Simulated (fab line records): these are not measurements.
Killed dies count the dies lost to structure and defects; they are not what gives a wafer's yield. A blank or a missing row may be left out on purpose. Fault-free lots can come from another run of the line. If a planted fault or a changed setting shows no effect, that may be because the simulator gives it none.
What tool caused it? + flow gf180mcu + Sampling: 24 lots, 72 wafers, 6 of 602 route steps

WHAT EACH GAUGE READ, for each wafer
GF_M2_OVL_MEAS_15.
| lot  | measured     | on         | M2_OVL (nm) |
|------|--------------|------------|-------------|
| L074 | day 19 02:53 | overlay-02 | -6 -2 0     |
| L075 | day 19 13:40 | overlay-02 | -11 1 -5    |
| L076 | day 19 19:31 | overlay-01 | -3 -1 -2    |
| L077 | day 20 12:56 | overlay-01 | -5 -9 -12   |
| L078 | day 20 21:26 | overlay-02 | -11 -9 -9   |
| L079 | day 21 03:04 | overlay-02 | 0 5 -1      |
| L080 | day 21 13:05 | overlay-02 | 3 10 6      |
| L081 | day 21 21:50 | overlay-01 | -4 -13 -10  |
| L082 | day 22 12:02 | overlay-01 | 5 4 1       |
| L083 | day 22 13:26 | overlay-01 | -2 8 -3     |
| L084 | day 23 00:11 | overlay-01 | 3 4 5       |
| L085 | day 23 09:05 | overlay-02 | 9 9 7       |
| L086 | day 23 18:05 | overlay-01 | 3 3 4       |
| L087 | day 24 03:06 | overlay-02 | 6 9 7       |
| L088 | day 24 13:04 | overlay-02 | 11 11 11    |
| L089 | day 25 00:20 | overlay-01 | 2 0 3       |
| L090 | day 25 00:56 | overlay-01 | -5 -7 0     |
| L091 | day 25 09:29 | overlay-02 | 1 3 5       |
| L092 | day 25 19:02 | overlay-02 | -1 7 -3     |
| L093 | day 25 21:11 | overlay-02 | 7 4 4       |
| L094 | day 26 05:11 | overlay-02 | -6 -10 -2   |
| L095 | day 26 14:20 | overlay-01 | -4 1 -6     |
| L096 | day 26 20:11 | overlay-02 | -3 0 3      |
| L097 | day 27 01:02 | overlay-01 | -5 -5 -3    |

GF_V4_RS_MEAS_24: uses a four-point probe to measure.
| lot  | measured     | on            | V4_W_RS (ohm/sq)  |
|------|--------------|---------------|-------------------|
| L074 | day 24 09:12 | film metro-02 | 0.329 0.327 0.327 |
| L075 | day 24 19:56 | film metro-03 | 0.328 0.328 0.330 |
| L076 | day 25 01:17 | film metro-03 | 0.332 0.327 0.327 |
| L077 | day 25 15:46 | film metro-04 | 0.331 0.334 0.335 |
| L078 | day 25 22:41 | film metro-04 | 0.334 0.338 0.330 |
| L079 | day 26 05:18 | film metro-02 | 0.330 0.328 0.330 |
| L080 | day 26 12:54 | film metro-03 | 0.336 0.335 0.336 |
| L081 | day 26 19:11 | film metro-03 | 0.332 0.332 0.326 |
| L082 | day 27 07:34 | film metro-03 | 0.322 0.327 0.322 |
| L083 | day 27 10:07 | film metro-02 | 0.325 0.328 0.327 |
| L084 | day 27 20:50 | film metro-02 | 0.330 0.327 0.333 |
| L085 | day 28 03:31 | film metro-04 | 0.324 0.328 0.325 |
| L086 | day 28 11:38 | film metro-04 | 0.323 0.322 0.323 |
| L087 | day 28 19:14 | film metro-02 | 0.328 0.327 0.328 |
| L088 | day 29 02:29 | film metro-04 | 0.329 0.330 0.332 |
| L089 | day 29 13:38 | film metro-04 | 0.330 0.330 0.332 |
| L090 | day 29 14:49 | film metro-03 | 0.330 0.327 0.333 |
| L091 | day 29 20:56 | film metro-04 | 0.334 0.333 0.332 |
| L092 | day 30 05:55 | film metro-02 | 0.333 0.332 0.333 |
| L093 | day 30 09:07 | film metro-02 | 0.330 0.333 0.330 |
| L094 | day 30 15:01 | film metro-04 | 0.325 0.325 0.327 |
| L095 | day 30 23:30 | film metro-03 | 0.328 0.328 0.327 |
| L096 | day 31 05:29 | film metro-02 | 0.327 0.329 0.330 |
| L097 | day 31 08:42 | film metro-03 | 0.332 0.332 0.329 |

WHAT TOOL EACH LOT RAN ON (gives the tool, then ch and the chambers of the sampled wafers, and finally the start)
| lot  | GF_V1_CVD_02                    | GF_V1_ETCH_17                                 | GF_M3_SPUTTER_04             | GF_M4_STRIP_17                       |
|------|---------------------------------|-----------------------------------------------|------------------------------|--------------------------------------|
| L074 | pecvd-04 ch 0,1,2, day 17 01:38 | rie diel-02 ch 1,2,3, day 19 02:53 or earlier | pvd sputter-04, day 20 06:19 | plasma asher-01 ch 0,1, day 23 08:17 |
| L075 | pecvd-04 ch 0,2, day 17 10:47   | rie diel-04 ch 0,1,2, day 19 13:40 or earlier | pvd sputter-04, day 20 16:34 | plasma asher-04 ch 0,1, day 23 18:35 |
| L076 | pecvd-04 ch 1,2, day 17 18:23   | rie diel-03 ch 0,1,3, day 19 19:31 or earlier | pvd sputter-04, day 20 23:23 | plasma asher-01 ch 0,1, day 24 00:47 |
| L077 | pecvd-03 ch 0,1,2, day 18 11:15 | rie diel-02 ch 0,1,2, day 20 12:56 or earlier | pvd sputter-01, day 21 16:13 | plasma asher-01 ch 1, day 24 16:02   |
| L078 | pecvd-04 ch 0,2, day 18 18:26   | rie diel-04 ch 2,3, day 20 21:26 or earlier   | pvd sputter-01, day 21 23:55 | plasma asher-01 ch 0,1, day 24 23:11 |
| L079 | pecvd-03 ch 0,1,2, day 19 01:17 | rie diel-02 ch 0,2,3, day 21 03:04 or earlier | pvd sputter-03, day 22 05:17 | plasma asher-04 ch 0,1, day 25 05:28 |
| L080 | pecvd-02 ch 0,2, day 19 10:53   | rie diel-04 ch 2,3, day 21 13:05 or earlier   | pvd sputter-04, day 22 15:58 | plasma asher-01 ch 0,1, day 25 13:50 |
| L081 | pecvd-04 ch 0,1,2, day 19 20:05 | rie diel-03 ch 1,2, day 21 21:50 or earlier   | pvd sputter-01, day 22 23:39 | plasma asher-04 ch 0,1, day 25 20:13 |
| L082 | pecvd-02 ch 0,1,2, day 20 10:42 | rie diel-02 ch 2,3, day 22 12:02 or earlier   | pvd sputter-04, day 23 13:46 | plasma asher-01 ch 0, day 26 09:50   |
| L083 | pecvd-04 ch 0,1,2, day 20 11:23 | rie diel-03 ch 0,1, day 22 13:26 or earlier   | pvd sputter-04, day 23 15:29 | plasma asher-01 ch 0, day 26 11:37   |
| L084 | pecvd-03 ch 0,2, day 20 22:59   | rie diel-02 ch 0,1,3, day 23 00:11 or earlier | pvd sputter-04, day 24 02:28 | plasma asher-04 ch 0,1, day 26 22:29 |
| L085 | pecvd-04 ch 0,1,2, day 21 09:13 | rie diel-03 ch 0,1, day 23 09:05 or earlier   | pvd sputter-04, day 24 11:26 | plasma asher-04 ch 0,1, day 27 05:32 |
| L086 | pecvd-04 ch 1,2, day 21 17:31   | rie diel-03 ch 0,2,3, day 23 18:05 or earlier | pvd sputter-01, day 24 19:38 | plasma asher-04 ch 0,1, day 27 12:44 |
| L087 | pecvd-02 ch 0,1, day 22 02:50   | rie diel-04 ch 1,3, day 24 03:06 or earlier   | pvd sputter-04, day 25 03:55 | plasma asher-04 ch 0,1, day 27 21:07 |
| L088 | pecvd-03 ch 0,1,2, day 22 14:04 | rie diel-02 ch 2,3, day 24 13:04 or earlier   | pvd sputter-03, day 25 13:32 | plasma asher-02 ch 0,1, day 28 05:21 |
| L089 | pecvd-02 ch 0,1, day 23 01:11   | rie diel-04 ch 0,2,3, day 25 00:20 or earlier | pvd sputter-04, day 26 00:39 | plasma asher-02 ch 0,1, day 28 15:53 |
| L090 | pecvd-03 ch 0,1, day 23 01:31   | rie diel-02 ch 0,2,3, day 25 00:56 or earlier | pvd sputter-03, day 26 01:25 | plasma asher-02 ch 0,1, day 28 17:17 |
| L091 | pecvd-03 ch 0,2, day 23 11:43   | rie diel-03 ch 1,2,3, day 25 09:29 or earlier | pvd sputter-03, day 26 09:55 | plasma asher-04 ch 0,1, day 28 23:56 |
| L092 | pecvd-02 ch 1,2, day 23 20:52   | rie diel-03 ch 2,3, day 25 19:02 or earlier   | pvd sputter-04, day 26 18:36 | plasma asher-04 ch 0,1, day 29 09:08 |
| L093 | pecvd-03 ch 1,2, day 23 23:40   | rie diel-03 ch 0,2, day 25 21:11 or earlier   | pvd sputter-01, day 26 20:35 | plasma asher-04 ch 0,1, day 29 12:05 |
| L094 | pecvd-04 ch 0,1,2, day 24 07:22 | rie diel-04 ch 0,1,3, day 26 05:11 or earlier | pvd sputter-04, day 27 04:19 | plasma asher-01 ch 0,1, day 29 18:13 |
| L095 | pecvd-02 ch 0,2, day 24 17:38   | rie diel-03 ch 0,2,3, day 26 14:20 or earlier | pvd sputter-01, day 27 13:15 | plasma asher-04 ch 0,1, day 30 03:10 |
| L096 | pecvd-03 ch 0,1,2, day 24 23:32 | rie diel-02 ch 0,1,2, day 26 20:11 or earlier | pvd sputter-04, day 27 19:29 | plasma asher-04 ch 0,1, day 30 09:13 |
| L097 | pecvd-03 ch 0,1, day 25 05:07   | rie diel-03 ch 1,2, day 27 01:02 or earlier   | pvd sputter-03, day 28 00:08 | plasma asher-01 ch 1, day 30 13:02   |
- GF_V1_CVD_02: deposits SiO2 from TEOS, target thk 850 nm, time 94.851 s.
- GF_V1_ETCH_17: etches SiO2 in C4F8/O2/Ar, stops on TiN, target depth 630 nm.
- GF_M3_SPUTTER_04: material TiN, target thk 50 nm, time 41.7 s.
- GF_M4_STRIP_17: strips in O2/N2.

WHAT THE TOOLS THEMSELVES READ (means of the sampled wafers that have a number; where no wafer has one, the mark that the record gives instead)
GF_V1_CVD_02.
| lot  | tool     | heater power w (W) |
|------|----------|--------------------|
| L074 | pecvd-04 | 597                |
| L075 | pecvd-04 | 612                |
| L076 | pecvd-04 | 608                |
| L077 | pecvd-03 | 536                |
| L078 | pecvd-04 | 693                |
| L079 | pecvd-03 | 597                |
| L080 | pecvd-02 | 637                |
| L081 | pecvd-04 | 597                |
| L082 | pecvd-02 | 641                |
| L083 | pecvd-04 | 640                |
| L084 | pecvd-03 | 622                |
| L085 | pecvd-04 | 624                |
| L086 | pecvd-04 | 603                |
| L087 | pecvd-02 | 723                |
| L088 | pecvd-03 | 601                |
| L089 | pecvd-02 | 704                |
| L090 | pecvd-03 | 712                |
| L091 | pecvd-03 | 509                |
| L092 | pecvd-02 | 631                |
| L093 | pecvd-03 | 479                |
| L094 | pecvd-04 | 621                |
| L095 | pecvd-02 | 720                |
| L096 | pecvd-03 | 589                |
| L097 | pecvd-03 | 650                |

GF_V1_ETCH_17.
| lot  | tool        | oes product au (a.u.) |
|------|-------------|-----------------------|
| L074 | rie diel-02 | 0.856                 |
| L075 | rie diel-04 | 0.855                 |
| L076 | rie diel-03 | 0.857                 |
| L077 | rie diel-02 | 0.853                 |
| L078 | rie diel-04 | 0.857                 |
| L079 | rie diel-02 | 0.852                 |
| L080 | rie diel-04 | 0.857                 |
| L081 | rie diel-03 | 0.855                 |
| L082 | rie diel-02 | 0.855                 |
| L083 | rie diel-03 | 0.856                 |
| L084 | rie diel-02 | 0.856                 |
| L085 | rie diel-03 | 0.852                 |
| L086 | rie diel-03 | 0.857                 |
| L087 | rie diel-04 | 0.859                 |
| L088 | rie diel-02 | 0.857                 |
| L089 | rie diel-04 | 0.857                 |
| L090 | rie diel-02 | 0.856                 |
| L091 | rie diel-03 | 0.853                 |
| L092 | rie diel-03 | 0.857                 |
| L093 | rie diel-03 | 0.858                 |
| L094 | rie diel-04 | 0.855                 |
| L095 | rie diel-03 | 0.856                 |
| L096 | rie diel-02 | 0.855                 |
| L097 | rie diel-03 | 0.856                 |

GF_M3_SPUTTER_04.
| lot  | tool           | chamber pressure pa (Pa) | throttle valve pct (%) |
|------|----------------|--------------------------|------------------------|
| L074 | pvd sputter-04 | 0.3998                   | 30.0                   |
| L075 | pvd sputter-04 | 0.3999                   | 29.8                   |
| L076 | pvd sputter-04 | 0.3998                   | 30.6                   |
| L077 | pvd sputter-01 | 0.4007                   | 30.6                   |
| L078 | pvd sputter-01 | 0.4004                   | 29.7                   |
| L079 | pvd sputter-03 | 0.4001                   | 30.0                   |
| L080 | pvd sputter-04 | 0.3996                   | 30.0                   |
| L081 | pvd sputter-01 | 0.4012                   | 30.4                   |
| L082 | pvd sputter-04 | 0.3997                   | 31.2                   |
| L083 | pvd sputter-04 | 0.4000                   | 30.7                   |
| L084 | pvd sputter-04 | 0.4002                   | 30.4                   |
| L085 | pvd sputter-04 | 0.3999                   | 29.8                   |
| L086 | pvd sputter-01 | 0.4001                   | 29.1                   |
| L087 | pvd sputter-04 | 0.4004                   | 30.3                   |
| L088 | pvd sputter-03 | 0.4010                   | 29.6                   |
| L089 | pvd sputter-04 | 0.3989                   | 30.8                   |
| L090 | pvd sputter-03 | 0.4006                   | 29.4                   |
| L091 | pvd sputter-03 | 0.4002                   | 29.8                   |
| L092 | pvd sputter-04 | 0.3999                   | 30.0                   |
| L093 | pvd sputter-01 | 0.3995                   | 28.7                   |
| L094 | pvd sputter-04 | 0.3996                   | 30.3                   |
| L095 | pvd sputter-01 | 0.4006                   | 29.6                   |
| L096 | pvd sputter-04 | 0.4000                   | 30.1                   |
| L097 | pvd sputter-03 | 0.3996                   | 29.5                   |

GF_M4_STRIP_17.
| lot  | tool            | drypump motor current A (A) | heater power w (W) | oes product au (a.u.) | platen temp c (C) | strip time to endpoint s (s) |
|------|-----------------|-----------------------------|--------------------|-----------------------|-------------------|------------------------------|
| L074 | plasma asher-01 | 5.8                         | 349                | 0.535                 | 250.01            | 7.35                         |
| L075 | plasma asher-04 | 5.5                         | 311                | 0.533                 | 249.84            | 7.36                         |
| L076 | plasma asher-01 | 5.5                         | 315                | 0.536                 | 249.93            | 7.38                         |
| L077 | plasma asher-01 | 6.1                         | 385                | 0.534                 | 250.17            | 7.38                         |
| L078 | plasma asher-01 | 5.5                         | 319                | 0.536                 | 250.08            | 7.38                         |
| L079 | plasma asher-04 | 5.5                         | 313                | 0.539                 | 249.95            | 7.40                         |
| L080 | plasma asher-01 | 5.5                         | 316                | 0.537                 | 250.04            | 7.44                         |
| L081 | plasma asher-04 | 5.5                         | 313                | 0.537                 | 250.02            | 7.37                         |
| L082 | plasma asher-01 | 5.3                         | 281                | 0.539                 | 250.03            | 7.42                         |
| L083 | plasma asher-01 | 5.3                         | 289                | 0.536                 | 250.06            | 7.39                         |
| L084 | plasma asher-04 | 5.5                         | 306                | 0.537                 | 250.01            | 7.37                         |
| L085 | plasma asher-04 | 5.5                         | 309                | 0.542                 | 250.11            | 7.42                         |
| L086 | plasma asher-04 | 5.5                         | 313                | 0.531                 | 250.15            | 7.30                         |
| L087 | plasma asher-04 | 5.5                         | 315                | 0.540                 | 250.11            | 7.39                         |
| L088 | plasma asher-02 | 5.8                         | 366                | 0.538                 | 250.07            | 7.39                         |
| L089 | plasma asher-02 | 5.8                         | 358                | 0.537                 | 250.07            | 7.36                         |
| L090 | plasma asher-02 | 5.8                         | 340                | 0.531                 | 249.90            | 7.37                         |
| L091 | plasma asher-04 | 5.3                         | 298                | 0.534                 | 249.87            | 7.40                         |
| L092 | plasma asher-04 | 5.5                         | 312                | 0.542                 | 250.00            | 7.41                         |
| L093 | plasma asher-04 | 5.5                         | 308                | 0.537                 | 250.06            | 7.36                         |
| L094 | plasma asher-01 | 5.6                         | 316                | 0.534                 | 249.99            | 7.43                         |
| L095 | plasma asher-04 | 5.5                         | 307                | 0.541                 | 249.83            | 7.39                         |
| L096 | plasma asher-04 | 5.5                         | 310                | 0.536                 | 249.99            | 7.38                         |
| L097 | plasma asher-01 | 6.1                         | 380                | 0.535                 | 249.88            | 7.37                         |

THE ANSWER, worked out from the rows above alone
Rule: what is usual is taken from the lots themselves. The widest of any qualifying gaps counts: lots, ordered by their means at a reading, are off when they make up no more than a third of the lots, leave a main group of 4 or more, and stand apart from it by 3 or more times the standard deviation of that group's means. The tables above print the reading to a certain number of digits; a main group whose means all agree to those digits is not used. Also off: a lot with no number at a reading for which 4 or more lots have one. Any other lot the step has rows for is counted as sound. First the gauges in route order, then the tools' own readings, where a lot's mean is used as printed above. The first step at which some lot is off is used, and at that step the reading that is off furthest; a lot without a number counts as furthest.
None of the lots is off at any reading shown; this tells nothing.

WHAT HAD BEEN PUT IN BY THE SIMULATOR
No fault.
